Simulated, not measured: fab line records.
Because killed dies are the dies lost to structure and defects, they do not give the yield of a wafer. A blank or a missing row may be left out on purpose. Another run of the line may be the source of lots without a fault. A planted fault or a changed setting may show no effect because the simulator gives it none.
Problem report, 8D (eight disciplines) form, completed by code | flow sfq-line | the parts of the form that need people (team, actions taken, sign-off) are left out

## 1. PROBLEM STATEMENT
thk-nm at SFQ_TRILAYER_I3_METRO_MEASURE_083 reads a mean of 219.5 nm on 3 wafers of 3 lots; wafers without a fault read 200.3 nm with a standard deviation of 1.1. Measured from the usual mean, that is +17 standard deviations.
First seen on wafer L253.5, day 51 19:32, on film-metro-02. The record has a number at this step for 44 wafers belonging to 15 lots. By rule, "out" or "out of limits" means more than 4 standard deviations away from the usual mean. The rest of the wafers with a number are treated as sound.

## 2. WHAT IT IS, AND WHAT IT ISN'T
question                    | is                           | is not
which readings at this step | thk-nm                       | -
which lots                  | L253, L254, L255             | L233, L234, L236, L237, L238, L240, L241, L242, L243, L244, L245, L256
which wafers of those lots  | L253.5, L254.2, L255.2       | L253.3, L253.6, L254.3, L254.4, L255.3
read on which tools         | film-metro-02, film-metro-03 | film-metro-01
when                        | from day 51 19:32            | up to then (35 sound wafers); but 6 sound wafers of L254, L255, L256 came after

## 3. SUSPECTS, AND WHAT RULES EACH OUT
Counting: any tool at a process step up to the reading remains a suspect provided it ran every lot that is out. Sound lots after the first of them don't rule it out here, since some wafers of a struck lot are sound.
- cmp-01 at SFQ_TRILAYER_I3_CMP_CMP_082 (polishes SiO2): kept. It processed each lot that is out (first: L253, day 51 17:01); up to then, its last sound lot is L244 (day 49 08:31).
The count leaves cmp-01 at SFQ_TRILAYER_I3_CMP_CMP_082.

## 4. THE CAUSE (what the simulator had put in)
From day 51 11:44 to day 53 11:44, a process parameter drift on cmp-01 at SFQ_TRILAYER_I3_CMP_CMP_082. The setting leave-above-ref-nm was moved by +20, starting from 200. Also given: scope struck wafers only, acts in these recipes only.
This tool alone remained once counting was done.

## 5. THE EFFECT CHAIN, in route order
Each row: a reading whose mean over the struck wafers that have a number lies more than 3 standard deviations from the usual. Readings are gone through only where the record gives a usual standard deviation; hours: the median, over the lots, of the time from a lot's start at the first step in this table giving one to that lot's start at this step; sigmas: the change measured in usual standard deviations.
hours | step                                  | reading        | usual      | on struck wafers | change | sigmas
0     | SFQ_TRILAYER_I3_METRO_MEASURE_083     | thk-nm         | 200.3 nm   | 219.5            | +19.2  | +17
132   | SFQ_TRILAYER_I3_VIA_ETCH_VIA_ETCH_088 | oes-product-au | 0.856 a.u. | 0.905            | +0.049 | +9.1
Its process steps:
- SFQ_TRILAYER_I3_METRO_MEASURE_083
- SFQ_TRILAYER_I3_VIA_ETCH_VIA_ETCH_088: etches SiO2 in CHF3, stops on Nb, target depth 260 nm.

## 6. HOW IT WOULD HAVE BEEN CAUGHT EARLIER
In this record no reading fell out of limits until day 51 19:32, 8 hours after the fault had begun at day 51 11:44.
Tool readings at SFQ_TRILAYER_I3_CMP_CMP_082 with a usual standard deviation given in the record: none out on any struck wafer, hence no alarm at a limit of 4 standard deviations on them.
Among the 3 lots that are out, L255 began SFQ_TRILAYER_I3_CMP_CMP_082 on cmp-01 after day 51 19:32. A tool hold placed at that time would have kept it from harm.
